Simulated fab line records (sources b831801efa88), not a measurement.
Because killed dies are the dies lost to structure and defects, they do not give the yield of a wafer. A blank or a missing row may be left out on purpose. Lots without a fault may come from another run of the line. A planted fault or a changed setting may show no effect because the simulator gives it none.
Which tool is to blame? | flow gf180mcu | 72 wafers from 24 lots sampled at 5 of the route's 602 steps

## WHAT THE GAUGES READ, wafer by wafer
GF_POLY_GATE_OVL_MEAS_11. Usual: POLY_GATE_OVL -3 nm, standard deviation 5.1.
lot  | measured     | on         | POLY_GATE_OVL (nm) | flag
L074 | day 9 04:41  | overlay-01 | -6 -5 -1           |
L075 | day 9 11:30  | overlay-01 | 1 -2 6             |
L076 | day 10 02:08 | overlay-02 | -4 -7 -11          |
L077 | day 10 05:08 | overlay-01 | -6 -10 -8          |
L078 | day 10 11:02 | overlay-01 | -7 -9 -11          |
L079 | day 10 20:20 | overlay-01 | 2 -6 -1            |
L080 | day 11 04:23 | overlay-01 | 3 0 5              |
L081 | day 11 08:32 | overlay-02 | -5 -3 0            |
L082 | day 11 13:16 | overlay-02 | -12 -9 -11         |
L083 | day 12 00:02 | overlay-02 | -1 2 1             |
L084 | day 12 06:43 | overlay-02 | 0 -6 -3            |
L085 | day 12 09:53 | overlay-02 | -2 -2 -1           |
L086 | day 12 20:08 | overlay-02 | -6 -4 0            |
L087 | day 13 02:25 | overlay-01 | -6 -5 -3           |
L088 | day 13 12:02 | overlay-01 | -1 5 4             |
L089 | day 13 21:23 | overlay-01 | 1 5 -3             |
L090 | day 13 23:11 | overlay-02 | -3 -2 -3           |
L091 | day 14 08:41 | overlay-02 | -13 -3 -9          |
L092 | day 14 18:53 | overlay-02 | 3 0 1              |
L093 | day 15 04:16 | overlay-01 | 8 9 10             |
L094 | day 15 07:58 | overlay-01 | -14 -6 -10         |
L095 | day 15 13:05 | overlay-01 | 2 5 1              |
L096 | day 16 03:17 | overlay-01 | -5 -12 -7          |
L097 | day 16 13:02 | overlay-01 | -2 -2 -1           |

GF_PSD_TW_MEAS_11. Usual: PSD_TW 3184, standard deviation 32.
lot  | measured     | on            | PSD_TW         | flag
L074 | day 14 05:47 | film_metro-02 | 3205 3190 3198 |
L075 | day 14 15:02 | film_metro-03 | 3171 3160 3150 |
L076 | day 15 08:34 | film_metro-04 | 3226 3199 3211 |
L077 | day 15 10:52 | film_metro-04 | 3219 3244 3244 |
L078 | day 15 18:29 | film_metro-02 | 3175 3161 3177 |
L079 | day 16 03:58 | film_metro-03 | 3160 3172 3171 |
L080 | day 16 12:49 | film_metro-04 | 3217 3217 3206 |
L081 | day 16 20:43 | film_metro-04 | 3212 3213 3213 |
L082 | day 16 23:44 | film_metro-03 | 3182 3160 3186 |
L083 | day 17 14:58 | film_metro-04 | 3221 3220 3207 |
L084 | day 18 02:07 | film_metro-02 | 3158 3146 3145 |
L085 | day 18 01:50 | film_metro-02 | 3141 3145 3147 |
L086 | day 18 16:07 | film_metro-02 | 3136 3132 3140 |
L087 | day 18 23:14 | film_metro-02 | 3144 3168 3151 |
L088 | day 19 08:11 | film_metro-03 | 3174 3190 3193 |
L089 | day 19 18:26 | film_metro-03 | 3177 3191 3186 |
L090 | day 19 19:22 | film_metro-02 | 3146 3157 3166 |
L091 | day 20 10:59 | film_metro-04 | 3239 3227 3223 |
L092 | day 21 00:52 | film_metro-02 | 3134 3141 3142 |
L093 | day 21 12:01 | film_metro-03 | 3204 3198 3183 |
L094 | day 21 14:38 | film_metro-02 | 3148 3158 3145 |
L095 | day 21 18:32 | film_metro-03 | 3189 3180 3188 |
L096 | day 22 09:34 | film_metro-04 | 3260 3239 3251 |
L097 | day 22 19:23 | film_metro-02 | 3165 3157 3160 |

GF_CONTACT_THK_MEAS_26: measures by xrf. Usual: CONTACT_W_THK 301 nm, standard deviation 5.9.
lot  | measured     | on            | CONTACT_W_THK (nm) | flag
L074 | day 16 02:09 | film_metro-02 | 305 305 307        |
L075 | day 16 12:28 | film_metro-01 | 309 306 309        |
L076 | day 17 08:14 | film_metro-04 | 296 294 290        |
L077 | day 17 10:49 | film_metro-01 | 307 297 306        |
L078 | day 17 19:25 | film_metro-01 | 307 307 303        |
L079 | day 18 05:43 | film_metro-04 | 295 293 296        |
L080 | day 18 14:22 | film_metro-01 | 306 303 302        |
L081 | day 18 22:18 | film_metro-04 | 296 296 291        |
L082 | day 19 02:37 | film_metro-01 | 308 302 313        |
L083 | day 19 18:56 | film_metro-02 | 301 299 301        |
L084 | day 20 06:39 | film_metro-02 | 304 297 298        |
L085 | day 20 05:02 | film_metro-02 | 300 306 301        |
L086 | day 20 19:39 | film_metro-01 | 298 300 300        |
L087 | day 21 02:34 | film_metro-02 | 298 295 297        |
L088 | day 21 11:43 | film_metro-01 | 306 307 307        |
L089 | day 21 21:16 | film_metro-02 | 297 296 297        |
L090 | day 21 21:45 | film_metro-02 | 299 300 301        |
L091 | day 22 14:19 | film_metro-01 | 300 306 300        |
L092 | day 23 02:37 | film_metro-04 | 289 288 296        |
L093 | day 23 13:38 | film_metro-04 | 292 294 294        |
L094 | day 23 15:52 | film_metro-01 | 304 302 302        |
L095 | day 23 19:25 | film_metro-01 | 309 311 308        |
L096 | day 24 09:12 | film_metro-01 | 311 309 305        |
L097 | day 24 19:11 | film_metro-02 | 304 303 306        |

GF_V3_BOW_MEAS_05. Usual: V3_BOW 119 um, standard deviation 8.1.
lot  | measured     | on            | V3_BOW (um) | flag
L074 | day 21 09:34 | film_metro-01 | 131 128 138 |
L075 | day 21 20:11 | film_metro-02 | 111 112 109 |
L076 | day 22 16:25 | film_metro-02 | 129 132 127 |
L077 | day 22 19:07 | film_metro-03 | 114 118 124 |
L078 | day 23 05:37 | film_metro-02 | 113 108 114 |
L079 | day 23 14:10 | film_metro-02 | 131 133 116 |
L080 | day 23 20:21 | film_metro-02 | 119 116 118 |
L081 | day 24 04:38 | film_metro-02 | 115 118 115 |
L082 | day 24 07:52 | film_metro-03 | 114 120 116 |
L083 | day 24 22:58 | film_metro-02 | 116 105 115 |
L084 | day 25 09:38 | film_metro-01 | 131 119 126 |
L085 | day 25 07:30 | film_metro-01 | 122 109 120 |
L086 | day 25 20:47 | film_metro-02 | 121 117 119 |
L087 | day 26 03:48 | film_metro-03 | 119 127 112 |
L088 | day 26 11:31 | film_metro-01 | 126 126 110 |
L089 | day 26 20:59 | film_metro-03 | 119 127 119 |
L090 | day 26 20:50 | film_metro-01 | 121 103 123 |
L091 | day 27 12:14 | film_metro-03 | 120 113 116 |
L092 | day 27 22:00 | film_metro-03 | 121 118 117 |
L093 | day 28 08:16 | film_metro-02 | 108 105 116 |
L094 | day 28 10:50 | film_metro-02 | 113 113 112 |
L095 | day 28 12:35 | film_metro-01 | 114 127 122 |
L096 | day 29 02:27 | film_metro-02 | 118 117 113 |
L097 | day 29 10:04 | film_metro-02 | 113 125 103 |

## WHICH TOOL RAN EACH LOT (tool, then ch and the chambers of the sampled wafers, then the start)
lot  | GF_SAB_CVD_00
L074 | pecvd-04 ch 0,2, day 14 06:13
L075 | pecvd-04 ch 1,2, day 14 15:26
L076 | pecvd-01 ch 0,1,2, day 15 08:59
L077 | pecvd-04 ch 0,1,2, day 15 11:16
L078 | pecvd-01 ch 1,2, day 15 18:55
L079 | pecvd-04 ch 0,1, day 16 04:25
L080 | pecvd-01 ch 1,2, day 16 13:19
L081 | pecvd-04 ch 0,1, day 16 21:08
L082 | pecvd-04 ch 0,1, day 17 00:10
L083 | pecvd-04 ch 0,2, day 17 15:23
L084 | pecvd-04 ch 0,1, day 18 02:38
L085 | pecvd-02 ch 1,2, day 18 02:16
L086 | pecvd-01 ch 0,1,2, day 18 16:33
L087 | pecvd-01 ch 0,2, day 18 23:40
L088 | pecvd-01 ch 0,1, day 19 08:37
L089 | pecvd-04 ch 0,1,2, day 19 18:51
L090 | pecvd-01 ch 0,1,2, day 19 19:47
L091 | pecvd-04 ch 0,1, day 20 11:25
L092 | pecvd-02 ch 0,1,2, day 21 01:16
L093 | pecvd-01 ch 0,1,2, day 21 12:27
L094 | pecvd-02 ch 0,1,2, day 21 15:04
L095 | pecvd-01 ch 0,1,2, day 21 18:58
L096 | pecvd-01 ch 0,2, day 22 09:59
L097 | pecvd-01 ch 0,2, day 22 19:48
- GF_SAB_CVD_00: deposits SiO2 from TEOS, target thk 50 nm, time 4.9302 s.

## WHAT THE TOOLS THEMSELVES READ (means of the sampled wafers that have a number; where no wafer has one, the mark that the record gives instead)
GF_SAB_CVD_00. Usual: heater_power_w reads 604 W (standard deviation 87).
lot  | tool     | heater_power_w (W) | flag
L074 | pecvd-04 | 564                |
L075 | pecvd-04 | 596                |
L076 | pecvd-01 | 577                |
L077 | pecvd-04 | 595                |
L078 | pecvd-01 | 675                |
L079 | pecvd-04 | 535                |
L080 | pecvd-01 | 562                |
L081 | pecvd-04 | 553                |
L082 | pecvd-04 | 472                |
L083 | pecvd-04 | 569                |
L084 | pecvd-04 | 500                |
L085 | pecvd-02 | 525                |
L086 | pecvd-01 | 666                |
L087 | pecvd-01 | 583                |
L088 | pecvd-01 | 666                |
L089 | pecvd-04 | 556                |
L090 | pecvd-01 | 620                |
L091 | pecvd-04 | 489                |
L092 | pecvd-02 | 556                |
L093 | pecvd-01 | 650                |
L094 | pecvd-02 | 560                |
L095 | pecvd-01 | 666                |
L096 | pecvd-01 | 670                |
L097 | pecvd-01 | 648                |

## THE ANSWER, worked out from the rows above alone
Rule: take the mean of a lot's wafers that have a number; if it is more than 3 standard deviations from the usual mean, the lot is off. Also off: a lot with no number at a reading for which 4 or more lots have one. All remaining lots with rows at the step are treated as sound. The gauges are gone through in route order, then the tools' own readings, and for those a lot's mean is taken as printed above. At the first step where some lot is off, the reading lying furthest off is the one used; lots without a number count as furthest.
None of the lots is off at any reading shown; this tells nothing.

## WHAT WAS PUT IN BY THE SIMULATOR
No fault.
